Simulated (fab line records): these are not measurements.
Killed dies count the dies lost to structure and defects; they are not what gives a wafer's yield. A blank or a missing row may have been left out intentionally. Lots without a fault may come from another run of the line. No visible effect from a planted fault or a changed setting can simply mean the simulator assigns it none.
fab line records	flow gf180mcu
record lots=14	wafers=42	lastDay=34
route steps=602 shown STI@11 DNWELL@40 MVSD@73
lots untouched by any fault: they come from a run of this same line in which no faults occurred
startH: hours from the record's first day to the start of the lot's first wafer shown	waitH: hours since the lot's step before	" as in the row above	L1.1+2: several wafers, shown together as one row	- no value, or no start was given	* or withheld: withheld	< > ~ a bound
route shown NAME@n: a module of which the file shows steps, and the number in the route of the first	usual: mean/standard deviation taken from wafers without a fault	same: alike in all rows	chamber/n: place in a boat	sites: the reading at each site	_std_site: standard deviation across them	_edge_site: inner sites' mean taken away from outer sites' mean	radiusMm: how far each site lies from the wafer's centre	mask NAME#n: copy n	behind: the tool/chamber that last shaped the wafer	hold: cause of the lot's hold/its duration in hours/its outcome	device: transistor that didn't switch, given as n, p or np	end of line: tests of these same wafers at the route's end	step lacking rows: just its recipe	killed: the dies lost at the first sort to structure and to defects; this is not the yield of the wafer	map: a wafer's dies, x killed, . not, _ none there
set.NAME: the setting the step ran with; set.NAME@STEP: the setting that earlier step ran with	model.NAME: the simulator's own value behind a step, which no gauge read
a sample of lots followed through the steps of the route, with each step as a table and each wafer as a row
services: the hour from which a tool's chamber was out of use, counted from the record's first day as startH (under 0 if before that day), plus the number of hours and why
## steps
# step GF_STI_PEB_10
# recipe pebTempC=135	pebTimeS=90	resist=KrF
# usual heaterPowerTotalW=85.70/0.081	plateTempC=134.98/0.16
lot.wafer	tool	chamber	startH	waitH	heaterPowerTotalW	plateTempC
L927.2	lithoTrack-04	0	26.19	-	85.80	135.23
L927.4	"	0	"	"	85.67	135.06
L927.5	"	0	"	"	85.63	134.91
L928.2	lithoTrack-03	0	31.54	-	85.83	135.29
L928.4	"	0	"	"	85.76	135.00
L928.5	"	0	"	"	85.67	135.24
L930.1	lithoTrack-04	0	41.21	-	85.53	134.87
L930.3	"	0	"	"	85.67	135.28
L930.4	"	0	"	"	85.78	135.11
L931.3	lithoTrack-04	0	46.33	-	85.66	134.64
L931.4	"	0	"	"	85.66	135.13
L931.5	"	0	"	"	85.69	134.89
L932.2	lithoTrack-04	0	51.84	-	85.62	135.32
L932.3	"	0	"	"	85.71	135.15
L932.6	"	0	"	"	85.73	135.27
L933.1	lithoTrack-04	0	55.51	-	85.78	134.88
L933.4	"	0	"	"	85.82	135.28
L933.5	"	0	"	"	85.55	134.96
L938.1	lithoTrack-03	0	81.61	-	85.70	134.99
L938.2	"	0	"	"	85.75	134.85
L938.3	"	0	"	"	85.75	135.05
L939.4	lithoTrack-03	0	86.76	-	76.41	123.78
L939.5	"	0	"	"	76.58	123.74
L939.6	"	0	"	"	76.50	123.52
L940.1	lithoTrack-03	0	92.11	-	76.28	123.72
L940.2	"	0	"	"	76.38	123.46
L940.6	"	0	"	"	76.49	123.79
L941.1	lithoTrack-02	0	96.75	-	85.61	134.81
L941.2	"	0	"	"	85.52	135.15
L941.4	"	0	"	"	85.74	134.96
L943.1	lithoTrack-02	0	107.00	-	85.79	134.93
L943.2	"	0	"	"	85.64	134.81
L943.6	"	0	"	"	85.83	134.71
L944.2	lithoTrack-04	0	113.79	-	85.82	134.97
L944.3	"	0	"	"	85.81	135.08
L944.5	"	0	"	"	85.68	135.00
L947.1	lithoTrack-02	0	127.85	-	85.68	134.77
L947.3	"	0	"	"	85.85	134.92
L947.5	"	0	"	"	85.55	135.00
L950.3	lithoTrack-04	0	143.52	-	85.83	134.85
L950.4	"	0	"	"	85.64	134.83
L950.5	"	0	"	"	85.73	134.94
# step GF_STI_CD_MEAS_12
# recipe targetCdNm=220
# usual cdNm=220.0/1.3
lot.wafer	tool	chamber	startH	waitH	cdNm
L927.2	cdSem-01	-	26.53	0.1	218.8
L927.4	"	-	"	"	217.5
L927.5	"	-	"	"	218.9
L928.2	cdSem-02	-	31.88	0.1	220.2
L928.4	"	-	"	"	218.3
L928.5	"	-	"	"	219.9
L930.1	cdSem-02	-	41.56	0.1	220.1
L930.3	"	-	"	"	221.3
L930.4	"	-	"	"	220.9
L931.3	cdSem-02	-	46.65	0.1	220.8
L931.4	"	-	"	"	221.2
L931.5	"	-	"	"	220.7
L932.2	cdSem-02	-	52.18	0.1	217.6
L932.3	"	-	"	"	219.0
L932.6	"	-	"	"	218.9
L933.1	cdSem-01	-	55.86	0.1	218.6
L933.4	"	-	"	"	218.8
L933.5	"	-	"	"	219.7
L938.1	cdSem-01	-	81.96	0.1	219.8
L938.2	"	-	"	"	221.1
L938.3	"	-	"	"	218.6
L939.4	cdSem-01	-	87.09	0.1	273.6
L939.5	"	-	"	"	272.2
L939.6	"	-	"	"	273.4
L940.1	cdSem-02	-	92.46	0.1	275.0
L940.2	"	-	"	"	275.3
L940.6	"	-	"	"	275.1
L941.1	cdSem-02	-	97.10	0.1	217.4
L941.2	"	-	"	"	217.8
L941.4	"	-	"	"	217.1
L943.1	cdSem-01	-	107.35	0.1	219.6
L943.2	"	-	"	"	220.5
L943.6	"	-	"	"	220.8
L944.2	cdSem-02	-	114.13	0.1	220.8
L944.3	"	-	"	"	219.0
L944.5	"	-	"	"	219.5
L947.1	cdSem-02	-	128.20	0.1	217.7
L947.3	"	-	"	"	219.1
L947.5	"	-	"	"	218.6
L950.3	cdSem-01	-	143.85	0.1	218.7
L950.4	"	-	"	"	219.3
L950.5	"	-	"	"	219.1
# step GF_STI_CMP_25
# recipe stopOn=Si3N4	tOverpolishS=33	downForcePsi=4	platenRpm=60	targetThkNm=524.6	padVelocityMS=0.94248
# usual motorCurrentA=12.5/1.1	overpolishRunS=33.001/0.0086	platenRpm=60.00/0.036	retainingRingPressureFrac=1.000/0.0052	slurryFilterDpKPa=13.49/0.13	timeToEndpointS=125/4.9
# same tOverpolishS=33
lot.wafer	tool	chamber	startH	waitH	motorCurrentA	overpolishRunS	platenRpm	retainingRingPressureFrac	slurryFilterDpKPa	timeToEndpointS
L927.4	cmp-01	0	28.56	0.0	10.7	33.005	59.98	1.007	13.35	125
L927.2	"	2	"	"	12.7	32.999	59.92	0.990	13.50	123
L927.5	"	1	"	"	13.1	33.010	59.91	0.993	13.45	124
L928.2	cmp-01	0	33.91	0.0	10.2	33.012	59.97	0.995	13.30	120
L928.4	"	3	"	"	15.4	33.005	60.04	0.997	13.66	116
L928.5	"	0	"	"	11.2	33.014	59.96	0.991	13.42	122
L930.3	cmp-01	2	43.65	0.0	13.1	32.991	60.03	1.002	13.51	124
L930.1	"	3	"	"	15.1	32.994	60.05	0.993	13.38	121
L930.4	"	0	"	"	10.7	33.017	60.03	0.993	13.48	125
L931.3	cmp-02	1	48.66	0.0	12.5	33.000	60.03	1.003	13.39	129
L931.4	"	2	"	"	11.8	32.990	59.98	1.008	13.19	126
L931.5	"	2	"	"	11.3	33.007	60.04	0.997	13.73	123
L932.2	cmp-01	1	54.22	0.0	13.1	33.006	60.08	1.005	13.54	121
L932.3	"	3	"	"	14.8	32.998	60.01	1.001	13.65	121
L932.6	"	1	"	"	12.3	33.000	59.98	1.003	13.57	123
L933.1	cmp-02	3	57.91	0.1	12.6	33.002	60.00	0.997	13.68	125
L933.4	"	0	"	"	12.6	33.021	60.06	1.004	13.49	119
L933.5	"	0	"	"	13.9	33.001	60.03	1.004	13.42	120
L938.1	cmp-02	1	84.14	0.1	11.8	33.003	60.08	0.990	13.56	133
L938.3	"	2	"	"	12.0	32.994	60.04	0.995	13.57	125
L938.2	"	3	"	"	13.4	32.998	59.99	1.001	13.52	120
L939.4	cmp-02	3	89.37	0.2	13.1	33.001	59.96	0.999	13.36	123
L939.5	"	3	"	"	12.7	33.000	60.00	1.005	13.45	124
L939.6	"	0	"	"	12.6	32.999	60.03	0.999	13.50	119
L940.1	cmp-02	1	94.67	0.1	11.8	33.002	60.01	1.001	13.67	133
L940.2	"	2	"	"	12.3	33.005	59.99	1.002	13.32	124
L940.6	"	0	"	"	12.6	33.007	59.98	1.005	13.67	122
L941.4	cmp-02	3	99.20	0.1	12.7	33.005	60.00	1.006	13.55	124
L941.1	"	0	"	"	12.4	32.987	60.00	1.007	13.49	119
L941.2	"	1	"	"	11.5	32.995	59.96	1.000	13.27	135
L943.2	cmp-01	3	109.91	0.0	14.6	32.995	60.04	1.009	13.55	123
L943.1	"	0	"	"	10.8	33.002	59.97	0.996	13.33	123
L943.6	"	3	"	"	14.7	33.012	60.04	1.006	13.21	118
L944.3	cmp-02	1	116.18	0.0	12.2	32.996	60.01	1.000	13.38	132
L944.2	"	0	"	"	12.6	32.997	60.02	1.000	13.52	117
L944.5	"	2	"	"	11.9	32.983	60.04	0.996	13.52	119
L947.3	cmp-02	2	130.31	0.1	12.7	33.009	59.96	1.002	13.32	125
L947.1	"	0	"	"	13.4	33.000	60.07	0.997	13.35	118
L947.5	"	2	"	"	11.6	33.000	60.07	1.013	13.63	124
L950.3	cmp-01	1	146.47	0.6	11.9	33.004	59.97	1.008	13.80	130
L950.4	"	2	"	"	12.9	33.009	60.00	0.997	13.42	123
L950.5	"	0	"	"	11.0	33.012	60.02	0.998	13.77	127
# step GF_DNWELL_STRIP_08
# recipe chemistry=O2/N2	powerW=1400	pressureMtorr=1500	platenTempC=250	o2FlowSccm=3000	n2FlowSccm=300	overashFraction=0.5
# usual drypumpMotorCurrentA=5.8/0.41	heaterPowerW=353/39	oesProductAu=0.722/0.0046	stripTimeToEndpointS=36.97/0.095
lot.wafer	tool	chamber	startH	waitH	drypumpMotorCurrentA	heaterPowerW	oesProductAu	rfHoursCounterH	stripTimeToEndpointS
L927.2	plasmaAsher-01	0	43.00	0.1	5.6	361	0.731	38	36.86
L927.4	"	0	"	"	5.6	356	0.725	-	36.87
L927.5	"	1	"	"	5.9	345	0.725	-	36.84
L928.2	plasmaAsher-01	1	48.75	0.1	5.9	351	0.721	38	36.85
L928.4	"	1	"	"	5.9	340	0.723	-	36.94
L928.5	"	0	"	"	5.6	357	0.730	-	36.87
L930.1	plasmaAsher-03	0	59.51	0.1	6.2	413	0.717	43	36.94
L930.3	"	0	"	"	6.2	410	0.725	-	37.03
L930.4	"	1	"	"	4.9	307	0.721	-	36.97
L931.3	plasmaAsher-02	0	64.39	0.1	6.4	301	0.724	-	37.06
L931.4	"	1	"	"	5.5	405	0.724	-	36.98
L931.5	"	0	"	"	6.4	310	0.720	-	37.00
L932.2	plasmaAsher-02	1	69.25	0.1	5.5	392	0.723	38	37.03
L932.3	"	1	"	"	5.5	400	0.729	-	36.96
L932.6	"	0	"	"	6.4	302	0.719	-	36.99
L933.1	plasmaAsher-01	1	73.51	0.1	5.9	350	0.721	41	37.10
L933.4	"	1	"	"	5.9	347	0.717	-	36.91
L933.5	"	0	"	"	5.6	355	0.718	-	36.97
L938.1	plasmaAsher-01	1	100.75	0.1	5.9	339	0.723	44	37.01
L938.2	"	0	"	"	5.6	357	0.725	44	37.10
L938.3	"	1	"	"	5.9	350	0.718	-	36.98
L941.1	plasmaAsher-01	1	116.01	0.1	5.9	351	0.728	46	37.04
L941.2	"	0	"	"	5.6	358	0.729	46	37.05
L941.4	"	1	"	"	5.9	357	0.721	-	37.11
L943.1	plasmaAsher-01	1	127.11	0.1	5.9	350	0.732	47	36.92
L943.2	"	0	"	"	5.6	356	0.720	47	37.00
L943.6	"	1	"	"	5.9	343	0.723	-	37.01
L944.2	plasmaAsher-01	1	133.50	0.1	5.9	350	0.707	47	36.91
L944.3	"	1	"	"	5.9	354	0.713	-	36.98
L944.5	"	0	"	"	5.6	352	0.718	-	36.91
L947.1	plasmaAsher-02	1	148.05	0.1	5.5	403	0.726	3	36.91
L947.3	"	0	"	"	6.4	283	0.727	-	36.81
L947.5	"	1	"	"	5.5	396	0.730	-	36.88
L950.3	plasmaAsher-03	0	163.94	0.1	6.2	410	0.728	-	36.83
L950.4	"	1	"	"	4.9	298	0.714	-	36.89
L950.5	"	0	"	"	6.2	401	0.724	-	36.85
# step GF_MVSD_OVL_MEAS_07
# usual MVSD_OVL=-0.7/1.7
lot.wafer	tool	chamber	startH	waitH	MVSD_OVL[nm]
L927.2	overlay-02	-	83.27	-	-2.6
L927.4	"	-	"	"	-3.0
L927.5	"	-	"	"	-1.4
L928.2	overlay-02	-	89.47	-	-1.7
L928.4	"	-	"	"	-2.8
L928.5	"	-	"	"	-1.1
L930.1	overlay-02	-	100.96	-	-1.1
L930.3	"	-	"	"	-0.4
L930.4	"	-	"	"	0.3
L931.3	overlay-02	-	106.77	-	-0.1
L931.4	"	-	"	"	-0.4
L931.5	"	-	"	"	-0.5
L932.2	overlay-01	-	111.21	-	-3.0
L932.3	"	-	"	"	-2.5
L932.6	"	-	"	"	-4.6
L933.1	overlay-01	-	116.62	-	0.0
L933.4	"	-	"	"	-0.9
L933.5	"	-	"	"	-1.3
L938.1	overlay-01	-	146.01	-	-0.9
L938.2	"	-	"	"	-1.8
L938.3	"	-	"	"	-0.8
L941.1	overlay-02	-	162.16	-	0.2
L941.2	"	-	"	"	-0.2
L941.4	"	-	"	"	-0.8
L943.1	overlay-01	-	173.91	-	2.6
L943.2	"	-	"	"	3.2
L943.6	"	-	"	"	3.0
L944.2	overlay-02	-	181.76	-	-1.4
L944.3	"	-	"	"	-0.8
L944.5	"	-	"	"	-2.2
L947.1	overlay-01	-	195.86	-	-2.4
L947.3	"	-	"	"	-1.9
L947.5	"	-	"	"	-1.6
L950.3	overlay-01	-	214.87	-	1.4
L950.4	"	-	"	"	-0.8
L950.5	"	-	"	"	1.6
## services
tool	chamber	startH	hours	kind
cmp-01	-	13.95	0.8	repair
plasmaAsher-03	-	23.82	0.5	repair
cmp-02	-	64.05	4.0	pm
cmp-02	-	68.05	-	consumableReplace:conditioner
cmp-02	-	68.05	-	consumableReplace:pad
cmp-02	-	101.30	2.3	repair
plasmaAsher-02	-	108.75	9.0	pm
plasmaAsher-02	0	108.75	9.0	ventCycle
plasmaAsher-02	1	108.75	9.0	ventCycle
plasmaAsher-02	0	117.75	-	clean
plasmaAsher-02	1	117.75	-	clean
cmp-01	-	134.40	4.7	pm
plasmaAsher-01	-	136.60	28.4	pm
cmp-02	-	141.30	7.3	pm
cmp-02	-	148.60	3.9	pm
cmp-02	-	154.50	0.6	repair
## key
firstSign step=GF_STI_PEB_10	reading=heaterPowerTotalW	direction=down	sigmas=99+	usual=85.70	struck=76.44
effect step=GF_STI_PEB_10	reading=plateTempC	direction=down	sigmas=69	usual=*	struck=*
effect step=GF_STI_CD_MEAS_12	reading=cdNm	direction=up	sigmas=43	usual=220.0	struck=274.1
metAt GF_STI_PEB_10
struckLots L939,L940
laterRowsLeftOut L939.4,L939.5,L939.6,L940.1,L940.2,L940.6
sortLeftOut L939.4,L939.5,L939.6,L940.1,L940.2,L940.6
testerLeftOut L939,L940
notActingAt GF_STI_CMP_25,GF_DNWELL_STRIP_08,GF_MVSD_OVL_MEAS_07
onsetBetween 81.61 86.76
fault kind=processParameterDrift	tool=lithoTrack-03	chamber=-	onsetH=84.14	steps=GF_STI_PEB_10	channel=pebTempC	offset=*	shape=step	endH=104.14	actsIn=*	stated=*
# testerLeftOut: of these lots the tester's yield and bins aren't shown, on N5 and GAA mostly nor the transistor test; their killed dies are dies lost to structure and defects alone, not to doping, threshold or leakage, so they don't give the yield
# sortLeftOut: the simulated sort isn't trusted on such a fault, so these wafers' sort isn't shown, and their yield isn't known
# laterRowsLeftOut: the simulator's readings of these wafers behind a module that went badly wrong aren't trusted and aren't shown, but for the sort
